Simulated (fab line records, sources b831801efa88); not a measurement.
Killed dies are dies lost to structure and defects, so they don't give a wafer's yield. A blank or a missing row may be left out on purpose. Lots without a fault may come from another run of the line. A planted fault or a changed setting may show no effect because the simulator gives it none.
Chamber matching | flow gf180mcu | GF_V5_CMP_04 on cmp-02: 4 sister chambers
The step polishes SiO2. 4 wafers are shown with their chamber, then 7 later ones without.

WAFERS WITH THEIR CHAMBER
wafer  | chamber | motor_current_A (A)
L724.6 | 2       | 11.5
L738.4 | 0       | 12.2
L740.1 | 1       | 12.5
L740.2 | 3       | 12.0

WAFERS WITHOUT THEIR CHAMBER
wafer  | motor_current_A (A)
L740.3 | 13.4
L742.2 | 12.2
L742.4 | 11.9
L742.5 | 11.6
L743.1 | 12.2
L743.4 | 12.8
L743.5 | 12.1

WHICH CHAMBER EACH WENT THROUGH
wafer  | from the rows above               | in truth
L740.3 | can't be placed: 1 or 0 or 3      | 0
L742.2 | can't be placed: 0 or 3 or 1 or 2 | 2
L742.4 | can't be placed: 3 or 0 or 2 or 1 | 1
L742.5 | can't be placed: 2 or 3 or 0      | 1
L743.1 | can't be placed: 0 or 3 or 1 or 2 | 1
L743.4 | can't be placed: 1 or 0 or 3      | 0
L743.5 | can't be placed: 0 or 3 or 1 or 2 | 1
Placed correctly: 0 of 7. Can't be placed from these rows: 7 (the true chamber is among the candidates in 6). Placed wrongly: 0.
How it was worked out, from the rows above alone: a wafer's distance from a chamber is the root of the sum, over the readings, of the square of ((its reading less the chamber's mean) divided by the reading's scatter). The wafer belongs to the nearest chamber; if the next one is less than 2 further off, it can't be placed. A chamber's mean is the mean of its shown wafers. The scatter: with one shown wafer a chamber, the root of the mean of the squares of how far each hidden wafer lies from its nearest shown one.
